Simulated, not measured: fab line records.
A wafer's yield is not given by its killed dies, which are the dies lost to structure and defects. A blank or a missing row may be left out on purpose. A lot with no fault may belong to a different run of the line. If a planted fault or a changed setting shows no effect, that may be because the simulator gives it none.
Which of the tools did it? | flow gf180mcu | 24 lots with 72 wafers sampled at 4 steps, on a route of 602 steps

## WHAT THE GAUGES SHOWED, per wafer
GF_V1_THK_MEAS_25: measures by xrf. Usual: V1_W_THK typically reads 347 nm, with standard deviation 4.8.
lot  | measured     | on           | V1_W_THK (nm) | flag
L074 | day 17 22:56 | filmMetro-03 | 351 349 349   | 
L075 | day 18 06:07 | filmMetro-01 | 350 339 348   | 
L076 | day 18 17:40 | filmMetro-03 | 350 348 345   | 
L077 | day 19 02:20 | filmMetro-03 | 350 339 346   | 
L078 | day 19 18:28 | filmMetro-01 | 345 348 345   | 
L079 | day 20 02:54 | filmMetro-01 | 355 357 352   | 
L080 | day 20 10:53 | filmMetro-01 | 350 350 344   | 
L081 | day 20 18:56 | filmMetro-02 | 348 350 350   | 
L082 | day 21 02:10 | filmMetro-01 | 352 353 354   | 
L083 | day 21 11:37 | filmMetro-02 | 347 345 339   | 
L084 | day 21 19:20 | filmMetro-01 | 353 350 356   | 
L085 | day 22 10:58 | filmMetro-03 | 345 343 345   | 
L086 | day 22 14:40 | filmMetro-03 | 344 343 341   | 
L087 | day 22 20:04 | filmMetro-02 | 351 348 346   | 
L088 | day 23 09:51 | filmMetro-01 | 341 346 340   | 
L090 | day 24 01:21 | filmMetro-02 | 347 346 345   | 
L089 | day 24 02:35 | filmMetro-02 | 338 336 342   | 
L091 | day 24 15:40 | filmMetro-02 | 354 350 346   | 
L092 | day 24 18:28 | filmMetro-03 | 345 348 346   | 
L093 | day 24 23:27 | filmMetro-01 | 348 341 340   | 
L094 | day 25 08:58 | filmMetro-03 | 354 352 348   | 
L095 | day 25 10:22 | filmMetro-02 | 352 342 356   | 
L096 | day 25 23:08 | filmMetro-01 | 347 344 341   | 
L097 | day 26 01:50 | filmMetro-01 | 343 346 351   | 

GF_M2_CD_MEAS_14: the cd target is 280 nm. Usual: cdNm at 279.5 nm, with a standard deviation of 1.3.
lot  | measured     | on       | cdNm (nm)         | flag
L074 | day 18 23:32 | cdSem-01 | 277.4 279.0 276.8 | 
L075 | day 19 06:20 | cdSem-02 | 280.8 281.4 281.3 | 
L076 | day 19 17:40 | cdSem-02 | 279.0 278.9 279.3 | 
L077 | day 20 03:04 | cdSem-01 | 279.6 278.4 278.3 | 
L078 | day 20 19:14 | cdSem-01 | 281.0 280.0 280.0 | 
L079 | day 21 03:03 | cdSem-01 | 278.3 278.8 278.3 | 
L080 | day 21 10:49 | cdSem-02 | 278.2 277.5 276.5 | 
L081 | day 21 18:54 | cdSem-02 | 281.4 281.5 280.1 | 
L082 | day 22 02:49 | cdSem-01 | 278.0 278.5 278.6 | 
L083 | day 22 11:13 | cdSem-01 | 278.9 280.4 279.9 | 
L084 | day 22 19:26 | cdSem-02 | 278.5 278.7 278.2 | 
L085 | day 23 09:46 | cdSem-01 | 280.1 280.1 280.1 | 
L086 | day 23 13:58 | cdSem-01 | 278.8 278.9 277.3 | 
L087 | day 23 19:14 | cdSem-02 | 279.4 279.9 280.5 | 
L088 | day 24 09:04 | cdSem-02 | 281.4 281.0 281.3 | 
L090 | day 25 00:13 | cdSem-01 | 277.4 278.0 278.1 | 
L089 | day 25 01:29 | cdSem-02 | 280.8 279.2 280.6 | 
L091 | day 25 14:08 | cdSem-02 | 281.0 281.7 281.5 | 
L092 | day 25 16:32 | cdSem-02 | 281.6 281.2 280.9 | 
L093 | day 25 23:54 | cdSem-01 | 279.6 280.7 279.0 | 
L094 | day 26 06:59 | cdSem-01 | 279.4 279.7 279.7 | 
L095 | day 26 08:09 | cdSem-02 | 280.6 279.8 282.1 | 
L096 | day 26 20:20 | cdSem-01 | 280.7 280.1 278.8 | 
L097 | day 26 22:59 | cdSem-01 | 278.1 277.7 278.4 | 

GF_M5_CD_MEAS_07: the cd target is 280 nm. Usual: cdNm at 279.8 nm, with a standard deviation of 1.4.
lot  | measured     | on       | cdNm (nm)         | flag
L074 | day 26 02:43 | cdSem-01 | 279.7 280.1 281.0 | 
L075 | day 26 06:13 | cdSem-02 | 278.1 279.5 278.4 | 
L076 | day 26 19:55 | cdSem-01 | 278.5 278.5 277.8 | 
L077 | day 27 02:19 | cdSem-02 | 279.0 277.8 277.8 | 
L078 | day 27 18:53 | cdSem-01 | 281.5 282.2 280.4 | 
L079 | day 27 22:32 | cdSem-01 | 279.9 280.3 280.8 | 
L080 | day 28 05:03 | cdSem-01 | 280.5 279.5 280.3 | 
L081 | day 28 15:03 | cdSem-01 | 277.9 277.8 278.1 | 
L082 | day 28 19:38 | cdSem-02 | 277.7 277.6 277.7 | 
L083 | day 28 23:56 | cdSem-01 | 280.1 279.8 280.8 | 
L084 | day 29 12:07 | cdSem-02 | 281.5 281.0 282.6 | 
L085 | day 29 20:22 | cdSem-02 | 280.0 279.3 280.7 | 
L086 | day 29 23:28 | cdSem-02 | 283.0 282.2 284.3 | 
L087 | day 30 06:01 | cdSem-01 | 279.4 280.1 278.7 | 
L088 | day 30 13:48 | cdSem-01 | 279.8 279.2 279.9 | 
L090 | day 31 18:17 | cdSem-01 | 279.9 279.4 280.0 | 
L089 | day 31 04:50 | cdSem-02 | 280.4 280.7 281.9 | 
L091 | day 31 16:08 | cdSem-01 | 280.3 279.7 280.0 | 
L092 | day 31 16:45 | cdSem-02 | 279.8 277.9 278.3 | 
L093 | day 31 22:39 | cdSem-02 | 280.8 281.3 282.6 | 
L094 | day 32 05:20 | cdSem-02 | 278.3 279.4 278.9 | 
L095 | day 32 05:59 | cdSem-02 | 278.8 280.1 279.1 | 
L096 | day 32 15:28 | cdSem-02 | 278.8 280.3 278.3 | 
L097 | day 32 17:47 | cdSem-01 | 280.5 279.4 279.9 | 

## WHICH TOOL RAN EACH LOT (tool, then ch and the chambers of the sampled wafers, then the start)
lot  | GF_M2_STRIP_17
L074 | plasmaAsher-03 ch 1, day 18 23:49
L075 | plasmaAsher-01 ch 0,1, day 19 06:37
L076 | plasmaAsher-03 ch 0, day 19 17:56
L077 | plasmaAsher-02 ch 0,1, day 20 03:20
L078 | plasmaAsher-03 ch 0,1, day 20 19:31
L079 | plasmaAsher-02 ch 0,1, day 21 03:20
L080 | plasmaAsher-01 ch 0,1, day 21 11:07
L081 | plasmaAsher-01 ch 0,1, day 21 19:19
L082 | plasmaAsher-02 ch 0,1, day 22 03:14
L083 | plasmaAsher-03 ch 0,1, day 22 11:38
L084 | plasmaAsher-03 ch 0,1, day 22 19:50
L085 | plasmaAsher-03 ch 0,1, day 23 10:02
L086 | plasmaAsher-01 ch 0,1, day 23 14:14
L087 | plasmaAsher-03 ch 0,1, day 23 19:31
L088 | plasmaAsher-01 ch 0,1, day 24 09:22
L090 | plasmaAsher-01 ch 0,1, day 25 00:31
L089 | plasmaAsher-03 ch 0, day 25 01:47
L091 | plasmaAsher-02 ch 1, day 25 14:25
L092 | plasmaAsher-03 ch 0,1, day 25 16:50
L093 | plasmaAsher-02 ch 0,1, day 26 00:11
L094 | plasmaAsher-03 ch 0,1, day 26 07:25
L095 | plasmaAsher-03 ch 0,1, day 26 08:26
L096 | plasmaAsher-02 ch 0,1, day 26 20:38
L097 | plasmaAsher-01 ch 0,1, day 26 23:17
- GF_M2_STRIP_17: strips in O2/N2.

## WHAT THE TOOLS THEMSELVES READ (means of the sampled wafers that have a number; where no wafer has one, the mark that the record gives instead)
GF_M2_STRIP_17. Usual: drypumpMotorCurrentA 6.2 A, standard deviation 0.39; heaterPowerW 311 W, standard deviation 29; n2FlowSccm 299.9 sccm, standard deviation 0.81; o2FlowSccm 3000 sccm, standard deviation 8.9; oesProductAu 0.539 a.u., standard deviation 0.0054; stripTimeToEndpointS 7.43 s, standard deviation 0.066.
lot  | tool           | drypumpMotorCurrentA (A) | heaterPowerW (W) | n2FlowSccm (sccm) | o2FlowSccm (sccm) | oesProductAu (a.u.) | stripTimeToEndpointS (s) | flag
L074 | plasmaAsher-03 | 6.6                      | 302              | 300.7             | 2992              | 0.538               | 7.44                     | 
L075 | plasmaAsher-01 | 6.1                      | 294              | 299.8             | 3002              | 0.540               | 7.48                     | 
L076 | plasmaAsher-03 | 6.4                      | 288              | 299.6             | 2991              | 0.537               | 7.48                     | 
L077 | plasmaAsher-02 | 5.8                      | 342              | 299.5             | 3006              | 0.542               | 7.45                     | 
L078 | plasmaAsher-03 | 6.6                      | 293              | 299.5             | 3006              | 0.542               | 7.46                     | 
L079 | plasmaAsher-02 | 5.8                      | 344              | 299.8             | 2994              | 0.538               | 7.39                     | 
L080 | plasmaAsher-01 | 6.1                      | 296              | 299.8             | 2998              | 0.537               | 7.35                     | 
L081 | plasmaAsher-01 | 6.1                      | 292              | 299.8             | 2999              | 0.539               | 7.43                     | 
L082 | plasmaAsher-02 | 5.8                      | 339              | 299.6             | 2996              | 0.538               | 7.42                     | 
L083 | plasmaAsher-03 | 6.6                      | 293              | 300.4             | 2995              | 0.538               | 7.40                     | 
L084 | plasmaAsher-03 | 6.5                      | 292              | 299.9             | 2997              | 0.541               | 7.53                     | 
L085 | plasmaAsher-03 | 6.5                      | 290              | 299.6             | 2993              | 0.540               | 7.51                     | 
L086 | plasmaAsher-01 | 6.1                      | 317              | 300.0             | 3004              | 0.548               | 7.51                     | 
L087 | plasmaAsher-03 | 6.5                      | 293              | 299.9             | 3008              | 0.537               | 7.42                     | 
L088 | plasmaAsher-01 | 6.1                      | 318              | 299.6             | 3001              | 0.536               | 7.39                     | 
L090 | plasmaAsher-01 | 6.1                      | 293              | 299.9             | 2996              | 0.537               | 7.42                     | 
L089 | plasmaAsher-03 | 6.4                      | 290              | 299.6             | 3011              | 0.538               | 7.41                     | 
L091 | plasmaAsher-02 | 5.3                      | 360              | 300.9             | 3006              | 0.539               | 7.32                     | 
L092 | plasmaAsher-03 | 6.5                      | 300              | 300.2             | 3002              | 0.547               | 7.53                     | 
L093 | plasmaAsher-02 | 5.6                      | 353              | 299.4             | 2998              | 0.534               | 7.41                     | 
L094 | plasmaAsher-03 | 6.5                      | 298              | 299.1             | 3002              | 0.535               | 7.39                     | 
L095 | plasmaAsher-03 | 6.5                      | 293              | 300.3             | 3010              | 0.534               | 7.34                     | 
L096 | plasmaAsher-02 | 5.6                      | 351              | 300.4             | 2995              | 0.546               | 7.49                     | 
L097 | plasmaAsher-01 | 6.1                      | 312              | 300.6             | 3006              | 0.533               | 7.35                     | 

## THE ANSWER, worked out from the rows above alone
Rule: a lot is off if the mean of its wafers that have a number lies more than 3 standard deviations from the usual mean. Also off: a lot with no number at a reading for which 4 or more lots have one. Where the step has rows for the other lots, those lots are counted as sound. After the gauges, taken in route order, come the tools' own readings; for these a lot's mean is taken, as printed above. At the first step where some lot is off, the reading lying furthest off is the one used; lots without a number count as furthest.
None of the lots is off at any reading shown; this tells nothing.

## WHAT THE SIMULATOR PUT IN
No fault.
